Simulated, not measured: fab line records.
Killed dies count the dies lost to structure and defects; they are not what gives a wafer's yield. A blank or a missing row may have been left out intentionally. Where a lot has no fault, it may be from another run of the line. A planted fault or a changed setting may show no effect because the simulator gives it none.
2 desks looking at one fault ; flow gf180mcu ; only its own numbers are on each desk; what lay behind them is given at the end

== AT THE METROLOGY DESK ==
Means of the sampled wafers that have a number, per lot and without regard to the tool the lot ran on: this is what the gauges read. A lot is out of limits, marked OUT, if its mean lies more than 4 standard deviations from the usual mean; the brackets give that distance.
Columns: A = STI_CVD_03_THK at GF_STI_THK_MEAS_04, usual 208.2 nm; B = NWELL_TW at GF_NWELL_TW_MEAS_11, usual 1560; C = LVPWELL_RS at GF_VT_IMPLANT_RS_MEAS_48, usual 1197.5 ohm/sq
lot;first seen here;A;B;C
L229;day 1 13:53;206.1;1565;1198.3
L231;day 2 00:24;206.9;1545;1197.9
L232;day 2 05:59;209.6;1577;1197.3
L233;day 2 11:03;207.0;1551;1193.0
L234;day 2 15:20;208.1;1551;1189.4
L236;day 3 01:43;207.7;1574;1185.9
L238;day 3 10:34;206.2;1579;1197.4
L241;day 4 01:34;208.5;1548;1196.0
L247;day 5 07:36;210.0;1542;1200.6
L248;day 5 12:51;206.7;1544;1200.4
L249;day 5 17:34;212.8;1557;1195.2
L250;day 5 22:35;206.9;1545;1196.2
L252;day 6 08:34;207.0;1562;1193.7
This desk's verdict: no lot among the 13 shows anything out of limits.

== FOR THE TOOL OWNER'S DESK: implanter-04 ==
The tool's own readings at GF_LVPWELL_IMPLANT_09: means of the sampled wafers that have a number, for each lot that ran on this tool. A lot is out of limits, marked OUT, if its mean lies more than 4 standard deviations from the usual mean; the brackets give that distance.
Columns: A = dose ions cm2 at GF_LVPWELL_IMPLANT_09, usual 5e+12; B = faraday current uA at GF_LVPWELL_IMPLANT_09, usual 28.2
lot;first seen here;A;B
L231;day 4 12:16;5e+12;27.9
L232;day 4 18:34;5e+12;28.6
L234;day 5 01:19;5e+12 (+46) OUT;30.1
L236;day 5 15:05;5e+12 (+47) OUT;29.7
L250;day 8 19:27;5e+12;27.8
This desk's verdict: out of limits on L234, L236, starting with L234 at day 5 01:19 (dose ions cm2 at GF_LVPWELL_IMPLANT_09). In limits: L231, L232, L250.

== PUT TOGETHER ==
The tool owner's desk could have raised an alarm at day 5 01:19, on L234, L236.
At the metrology desk, nothing out of limits was observed.
The metrology desk holds a record of L234, L236, inside its limits.
The lots listed all ran GF_LVPWELL_IMPLANT_09 on implanter-04.

== WHAT THE SIMULATOR HAD INSERTED ==
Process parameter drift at GF_LVPWELL_IMPLANT_09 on implanter-04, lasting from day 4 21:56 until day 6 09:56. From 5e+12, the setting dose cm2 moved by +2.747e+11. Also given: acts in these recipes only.
Shown lots that were struck: L234, L236.
Time in hours from fault onset to the first out-of-limits reading at each desk: the tool owner's desk, 3.
